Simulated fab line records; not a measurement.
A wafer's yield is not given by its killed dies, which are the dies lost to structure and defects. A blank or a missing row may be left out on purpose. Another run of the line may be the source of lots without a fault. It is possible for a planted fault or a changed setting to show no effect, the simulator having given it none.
Which tool is to blame? / flow sky130 / 11 lots with 33 wafers sampled at 4 steps, on a route of 708 steps

## WHAT THE GAUGES READ, wafer by wafer
SKY_SD_N_RS_MEAS_17: a four-point-probe measurement. Usual: for SD_P_RS the level is 147.2 ohm/sq and the standard deviation is 0.39.
lot=L842; measured=day 27 16:14; on=film_metro-04; SD_P_RS (ohm/sq)=147.3 147.1 147.3; flag=
lot=L843; measured=day 28 07:52; on=film_metro-03; SD_P_RS (ohm/sq)=146.8 146.6 146.5; flag=
lot=L844; measured=day 29 12:50; on=film_metro-01; SD_P_RS (ohm/sq)=147.5 147.4 147.3; flag=
lot=L847; measured=day 30 02:02; on=film_metro-04; SD_P_RS (ohm/sq)=146.9 146.9 146.8; flag=
lot=L851; measured=day 31 04:31; on=film_metro-01; SD_P_RS (ohm/sq)=147.8 147.2 147.6; flag=
lot=L852; measured=day 31 04:50; on=film_metro-04; SD_P_RS (ohm/sq)=147.5 148.0 147.4; flag=
lot=L853; measured=day 31 22:35; on=film_metro-03; SD_P_RS (ohm/sq)=147.1 147.1 147.0; flag=
lot=L854; measured=day 31 22:38; on=film_metro-01; SD_P_RS (ohm/sq)=147.2 147.4 147.6; flag=
lot=L855; measured=day 32 06:29; on=film_metro-01; SD_P_RS (ohm/sq)=147.0 146.4 147.3; flag=
lot=L858; measured=day 32 14:34; on=film_metro-03; SD_P_RS (ohm/sq)=147.4 147.3 146.9; flag=
lot=L859; measured=day 32 16:19; on=film_metro-04; SD_P_RS (ohm/sq)=147.3 147.4 147.1; flag=

SKY_VIA1_CD_MEAS_12: target cd 150 nm. Usual: cd_nm at 149.5 nm, with a standard deviation of 1.8.
lot=L842; measured=day 33 14:07; on=cd_sem-02; cd_nm (nm)=151.4 149.8 150.0; flag=
lot=L843; measured=day 34 02:16; on=cd_sem-01; cd_nm (nm)=149.4 149.6 149.1; flag=
lot=L844; measured=day 35 05:27; on=cd_sem-02; cd_nm (nm)=151.9 150.4 152.4; flag=
lot=L847; measured=day 35 21:58; on=cd_sem-02; cd_nm (nm)=151.7 151.4 151.1; flag=
lot=L851; measured=day 36 21:53; on=cd_sem-02; cd_nm (nm)=149.1 149.8 147.9; flag=
lot=L852; measured=day 36 23:25; on=cd_sem-02; cd_nm (nm)=148.7 148.3 149.3; flag=
lot=L853; measured=day 37 14:38; on=cd_sem-01; cd_nm (nm)=150.8 151.6 150.0; flag=
lot=L854; measured=day 37 15:50; on=cd_sem-02; cd_nm (nm)=147.9 149.3 148.9; flag=
lot=L855; measured=day 38 00:17; on=cd_sem-02; cd_nm (nm)=147.3 146.4 148.4; flag=
lot=L858; measured=day 38 07:46; on=cd_sem-01; cd_nm (nm)=146.4 147.1 147.3; flag=
lot=L859; measured=day 38 09:15; on=cd_sem-01; cd_nm (nm)=83.3 150.7 154.0 83.2 151.1 154.3; flag=OFF

## TOOL THAT RAN EACH LOT (tool first, then ch and the chambers of the sampled wafers, then the start)
lot=L842; SKY_METAL1_ETCH_18=rie_metal-02 ch 0,1, day 32 10:27; SKY_VIA1_EXPOSE_09=krf_scanner-02 ch 0, day 33 00:26
lot=L843; SKY_METAL1_ETCH_18=rie_metal-02 ch 0, day 32 22:59; SKY_VIA1_EXPOSE_09=krf_scanner-02 ch 0, day 33 14:25
lot=L844; SKY_METAL1_ETCH_18=rie_metal-02 ch 0,1, day 34 02:48; SKY_VIA1_EXPOSE_09=krf_scanner-02 ch 0, day 34 18:09
lot=L847; SKY_METAL1_ETCH_18=rie_metal-04 ch 0,1, day 34 18:41; SKY_VIA1_EXPOSE_09=krf_scanner-02 ch 0, day 35 08:35
lot=L851; SKY_METAL1_ETCH_18=rie_metal-03 ch 0,1, day 35 19:32; SKY_VIA1_EXPOSE_09=krf_scanner-01 ch 0, day 36 08:05
lot=L852; SKY_METAL1_ETCH_18=rie_metal-03 ch 0,1, day 35 20:28; SKY_VIA1_EXPOSE_09=krf_scanner-01 ch 0, day 36 09:37
lot=L853; SKY_METAL1_ETCH_18=rie_metal-02 ch 0,1, day 36 12:01; SKY_VIA1_EXPOSE_09=krf_scanner-02 ch 0, day 37 02:22
lot=L854; SKY_METAL1_ETCH_18=rie_metal-04 ch 0,1, day 36 12:24; SKY_VIA1_EXPOSE_09=krf_scanner-02 ch 0, day 37 02:56
lot=L855; SKY_METAL1_ETCH_18=rie_metal-03 ch 0,1, day 36 21:17; SKY_VIA1_EXPOSE_09=krf_scanner-01 ch 0, day 37 09:45
lot=L858; SKY_METAL1_ETCH_18=rie_metal-03 ch 0,1, day 37 04:27; SKY_VIA1_EXPOSE_09=krf_scanner-02 ch 0, day 37 19:29
lot=L859; SKY_METAL1_ETCH_18=rie_metal-02 ch 1, day 37 05:19; SKY_VIA1_EXPOSE_09=krf_scanner-01 ch 0, day 37 21:17
- SKY_METAL1_ETCH_18: etches BARC in N2/H2, stops on SiO2, time 45.9 s, target depth 60 nm.
- SKY_VIA1_EXPOSE_09: exposes mask VIM, target cd 150 nm.

## AS READ BY THE TOOLS THEMSELVES (means over the sampled wafers that have a number; for cases with no such wafer, the mark the record gives instead)
SKY_METAL1_ETCH_18. Usual: drypump_motor_current_A 6.0 A, standard deviation 0.37; oes_product_au 0.854 a.u., standard deviation 0.0051; rf_fwd_power_W 493.7 W, standard deviation 2.3; throttle_valve_pct 13.225 %, standard deviation 0.0091.
lot=L842; tool=rie_metal-02; drypump_motor_current_A (A)=5.7; oes_product_au (a.u.)=0.856; rf_fwd_power_W (W)=493.0; throttle_valve_pct (%)=13.220; flag=
lot=L843; tool=rie_metal-02; drypump_motor_current_A (A)=5.7; oes_product_au (a.u.)=0.854; rf_fwd_power_W (W)=492.0; throttle_valve_pct (%)=13.227; flag=
lot=L844; tool=rie_metal-02; drypump_motor_current_A (A)=5.7; oes_product_au (a.u.)=0.851; rf_fwd_power_W (W)=492.3; throttle_valve_pct (%)=13.225; flag=
lot=L847; tool=rie_metal-04; drypump_motor_current_A (A)=6.4; oes_product_au (a.u.)=0.854; rf_fwd_power_W (W)=491.3; throttle_valve_pct (%)=13.228; flag=
lot=L851; tool=rie_metal-03; drypump_motor_current_A (A)=6.3; oes_product_au (a.u.)=0.854; rf_fwd_power_W (W)=495.5; throttle_valve_pct (%)=13.227; flag=
lot=L852; tool=rie_metal-03; drypump_motor_current_A (A)=6.0; oes_product_au (a.u.)=0.852; rf_fwd_power_W (W)=495.0; throttle_valve_pct (%)=13.225; flag=
lot=L853; tool=rie_metal-02; drypump_motor_current_A (A)=5.6; oes_product_au (a.u.)=0.855; rf_fwd_power_W (W)=491.9; throttle_valve_pct (%)=13.228; flag=
lot=L854; tool=rie_metal-04; drypump_motor_current_A (A)=6.3; oes_product_au (a.u.)=0.853; rf_fwd_power_W (W)=494.0; throttle_valve_pct (%)=13.230; flag=
lot=L855; tool=rie_metal-03; drypump_motor_current_A (A)=6.0; oes_product_au (a.u.)=0.856; rf_fwd_power_W (W)=495.1; throttle_valve_pct (%)=13.235; flag=
lot=L858; tool=rie_metal-03; drypump_motor_current_A (A)=6.3; oes_product_au (a.u.)=0.858; rf_fwd_power_W (W)=496.8; throttle_valve_pct (%)=13.217; flag=
lot=L859; tool=rie_metal-02; drypump_motor_current_A (A)=5.6; oes_product_au (a.u.)=0.851; rf_fwd_power_W (W)=492.1; throttle_valve_pct (%)=13.222; flag=

SKY_VIA1_EXPOSE_09. Usual: stage_vel_mm_s 499.97 mm/s, standard deviation 0.25.
lot=L842; tool=krf_scanner-02; stage_vel_mm_s (mm/s)=500.20; flag=
lot=L843; tool=krf_scanner-02; stage_vel_mm_s (mm/s)=500.04; flag=
lot=L844; tool=krf_scanner-02; stage_vel_mm_s (mm/s)=500.04; flag=
lot=L847; tool=krf_scanner-02; stage_vel_mm_s (mm/s)=499.99; flag=
lot=L851; tool=krf_scanner-01; stage_vel_mm_s (mm/s)=500.00; flag=
lot=L852; tool=krf_scanner-01; stage_vel_mm_s (mm/s)=500.00; flag=
lot=L853; tool=krf_scanner-02; stage_vel_mm_s (mm/s)=499.74; flag=
lot=L854; tool=krf_scanner-02; stage_vel_mm_s (mm/s)=500.05; flag=
lot=L855; tool=krf_scanner-01; stage_vel_mm_s (mm/s)=499.84; flag=
lot=L858; tool=krf_scanner-02; stage_vel_mm_s (mm/s)=500.37; flag=
lot=L859; tool=krf_scanner-01; stage_vel_mm_s (mm/s)=500.10; flag=

## THE ANSWER, worked out from the rows above alone
Rule: a lot counts as off when the mean over its wafers that have a number is more than 3 standard deviations away from the usual mean. Also off: a lot with no number at a reading for which 4 or more lots have one. The other lots that the step has rows for count as sound. After the gauges, taken in route order, come the tools' own readings; for these a lot's mean is taken, as printed above. The first step at which some lot is off is used, and at that step the reading that is off furthest; a lot without a number counts as furthest.
Off at SKY_VIA1_CD_MEAS_12 (cd_nm): L859.
A tool fits if, at a process step before that reading, it ran every lot that is off, and no sound lot after the first of them. Gauges at SKY_VIA1_CD_MEAS_12: tried the same way as those tools. Can't be told from this: 3 tools fit, rie_metal-02 at SKY_METAL1_ETCH_18, krf_scanner-01 at SKY_VIA1_EXPOSE_09, cd_sem-01 at SKY_VIA1_CD_MEAS_12.

## WHAT THE SIMULATOR PUT IN
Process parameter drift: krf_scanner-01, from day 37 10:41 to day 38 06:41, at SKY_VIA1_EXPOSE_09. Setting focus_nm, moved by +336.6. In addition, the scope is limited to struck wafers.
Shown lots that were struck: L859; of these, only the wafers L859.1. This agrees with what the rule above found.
